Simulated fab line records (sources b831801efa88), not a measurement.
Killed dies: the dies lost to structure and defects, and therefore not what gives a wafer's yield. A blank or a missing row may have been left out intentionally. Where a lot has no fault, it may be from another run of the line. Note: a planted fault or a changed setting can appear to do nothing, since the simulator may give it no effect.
The tool behind it: which one? -- flow sky130 -- 6 lots, 18 wafers sampled, at 1 step of a route of 708

## WHAT THE GAUGES SHOWED, per wafer
SKY_POLY_GATE_THK_MEAS_01.
lot,measured,on,POLY_GATE_CVD_00_THK (nm)
L884,day 15 15:11,filmMetro-03,176.9 176.7 176.8
L886,day 15 22:52,filmMetro-03,178.4 178.0 178.9
L890,day 17 17:09,filmMetro-02,179.5 182.2 182.3
L892,day 18 09:45,filmMetro-04,179.1 176.8 178.8
L899,day 20 23:17,filmMetro-02,179.3 178.8 178.1
L902,day 23 09:19,filmMetro-04,179.6 180.7 181.8

## EACH LOT AND THE TOOL THAT RAN IT (in order: tool; ch and the chambers of the sampled wafers; start)
There is no process step in the record ahead of these readings.

## THE ANSWER, worked out from the rows above alone
Rule: the usual values come from the lots themselves. The widest of any qualifying gaps counts: lots, ordered by their means at a reading, are off when they make up no more than a third of the lots, leave a main group of 4 or more, and stand apart from it by 3 or more times the standard deviation of that group's means. The tables above print the reading to a certain number of digits; a main group whose means all agree to those digits is not used. A lot without any number at a reading at which 4 lots or more have one is off too. All remaining lots with rows at the step are treated as sound.
Nothing can be told from this: no lot is off at any reading shown.

## WHAT THE SIMULATOR HAD PUT IN
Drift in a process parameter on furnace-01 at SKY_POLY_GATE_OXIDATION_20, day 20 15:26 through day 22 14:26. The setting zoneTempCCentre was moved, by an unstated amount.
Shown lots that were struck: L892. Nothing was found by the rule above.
